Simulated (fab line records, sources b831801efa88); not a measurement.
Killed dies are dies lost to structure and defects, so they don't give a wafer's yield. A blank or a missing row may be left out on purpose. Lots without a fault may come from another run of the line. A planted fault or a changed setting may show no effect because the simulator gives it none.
Which tool did it? | flow gf180mcu | 7 lots, 21 wafers sampled, at 2 steps of a route of 602

WHAT THE GAUGES READ, wafer by wafer
GF_SALICIDE_RS_MEAS_04: measures by four-point-probe.
lot  | measured     | on            | SALICIDE_TIN_RS (ohm/sq)
L129 | day 15 21:23 | film_metro-01 | 16.5 16.5 16.1
L134 | day 17 21:45 | film_metro-02 | 16.6 16.0 16.1
L136 | day 18 18:51 | film_metro-01 | 16.5 17.0 16.6
L140 | day 20 02:38 | film_metro-02 | 16.4 16.5 16.5
L142 | day 20 18:57 | film_metro-04 | 16.6 16.8 16.8
L146 | day 22 00:10 | film_metro-02 | 16.1 16.2 16.4
L148 | day 22 16:28 | film_metro-01 | 16.2 16.1 16.2

WHICH TOOL RAN EACH LOT (tool, then ch and the chambers of the sampled wafers, then the start)
lot  | GF_SALICIDE_SPUTTER_02
L129 | pvd_sputter-02, day 15 21:19
L134 | pvd_sputter-02, day 17 21:42
L136 | pvd_sputter-04, day 18 18:48
L140 | pvd_sputter-04, day 20 02:35
L142 | pvd_sputter-04, day 20 18:53
L146 | pvd_sputter-01, day 22 00:07
L148 | pvd_sputter-02, day 22 16:23
- GF_SALICIDE_SPUTTER_02: material Co, target thk 10 nm, time 20 s.

THE ANSWER, worked out from the rows above alone
Rule: what is usual is taken from the lots themselves. Put in order of their means at a reading, lots are off if they are a third of the lots or fewer, leave a main group of 4 or more, and stand apart from it by a gap of 3 or more times the standard deviation of the main group's means; of several such gaps the widest counts. A main group whose means are all the same, to the digits that the tables above print for the reading, isn't used. A lot without any number at a reading at which 4 lots or more have one is off too. The other lots that the step has rows for count as sound.
No lot is off at any reading shown: from this, nothing can be told.

WHAT THE SIMULATOR HAD PUT IN
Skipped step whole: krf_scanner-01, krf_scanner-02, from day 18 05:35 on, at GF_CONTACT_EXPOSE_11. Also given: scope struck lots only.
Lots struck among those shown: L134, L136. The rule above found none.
